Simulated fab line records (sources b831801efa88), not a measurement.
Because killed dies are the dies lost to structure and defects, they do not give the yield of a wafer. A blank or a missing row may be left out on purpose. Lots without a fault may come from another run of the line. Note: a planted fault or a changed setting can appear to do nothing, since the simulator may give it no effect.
Matching of chambers | flow gf180mcu | GF_V3_CMP_26 on cmp-01: 4 sister chambers
The step polishes, stops on SiO2, t overpolish 15 s, target thk 0 nm. 18 wafers are shown with their chamber, then 8 later ones without.

WAFERS PAIRED WITH THEIR CHAMBERS
wafer  | chamber | motorCurrentA (A) | overpolishRunS (s) | timeToEndpointS (s)
L267.3 | 3       | 11.9              | 15.014             | 93
L267.4 | 0       | 10.8              | 14.995             | 86
L267.6 | 0       | 11.0              | 14.996             | 87
L273.1 | 0       | 10.5              | 14.994             | 84
L273.2 | 3       | 12.0              | 15.001             | 84
L273.6 | 0       | 10.2              | 14.990             | 85
L274.3 | 3       | 12.2              | 14.993             | 86
L274.6 | 0       | 10.6              | 14.991             | 82
L275.2 | 2       | 11.4              | 15.002             | 84
L275.5 | 1       | 11.3              | 15.016             | 85
L275.6 | 0       | 10.2              | 14.990             | 83
L277.2 | 1       | 11.8              | 15.011             | 87
L277.3 | 3       | 11.9              | 14.989             | 90
L277.4 | 2       | 11.3              | 14.991             | 85
L276.1 | 2       | 11.0              | 15.003             | 81
L276.2 | 1       | 11.2              | 15.014             | 83
L276.4 | 3       | 11.8              | 15.018             | 87
L278.1 | 1       | 11.0              | 15.002             | 82

SIGNATURES (averages over the wafers above)
reading         | chamber 0 | chamber 1 | chamber 2 | chamber 3 | scatter within a chamber
motorCurrentA   | 10.550    | 11.325    | 11.233    | 11.960    | 0.273
overpolishRunS  | 14.99267  | 15.01075  | 14.99867  | 15.00300  | 0.00795
timeToEndpointS | 84.50     | 84.25     | 83.33     | 88.00     | 2.55
Rule: for a wafer and a chamber, the distance is found by dividing, reading by reading, the gap between the wafer's reading and the chamber's mean by the reading's scatter, squaring, summing and taking the root. The wafer belongs to the nearest chamber; if the next one is less than 2 further off, it can't be placed. The scatter is the square root of a quotient: the sum, over the shown wafers, of each reading's squared deviation from its chamber's mean, divided by wafers minus chambers.

WAFERS WITHOUT THEIR CHAMBER
wafer  | motorCurrentA (A) | overpolishRunS (s) | timeToEndpointS (s)
L278.3 | 10.5              | 15.011             | 79
L278.5 | 10.8              | 15.007             | 79
L280.2 | 11.0              | 15.016             | 88
L280.3 | 11.2              | 14.990             | 84
L280.5 | 11.0              | 15.007             | 82
L289.2 | 12.2              | 15.008             | 89
L289.3 | 10.6              | 14.991             | 88
L289.6 | 11.5              | 14.975             | 85

WHICH CHAMBER EACH WENT THROUGH
wafer  | from the rows above               | in truth
L278.3 | can't be placed: 0 or 2 or 1      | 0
L278.5 | can't be placed: 2 or 1 or 0      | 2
L280.2 | can't be placed: 1 or 2 or 0 or 3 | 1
L280.3 | can't be placed: 2 or 0 or 1      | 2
L280.5 | can't be placed: 2 or 1 or 0      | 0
L289.2 | 3                                 | 3
L289.3 | can't be placed: 0 or 2           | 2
L289.6 | can't be placed: 2 or 3 or 0 or 1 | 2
Correct placement for 1 of the 8. Not placeable from these rows: 7 (in 7, the candidates include the true chamber). Number placed wrongly: 0.
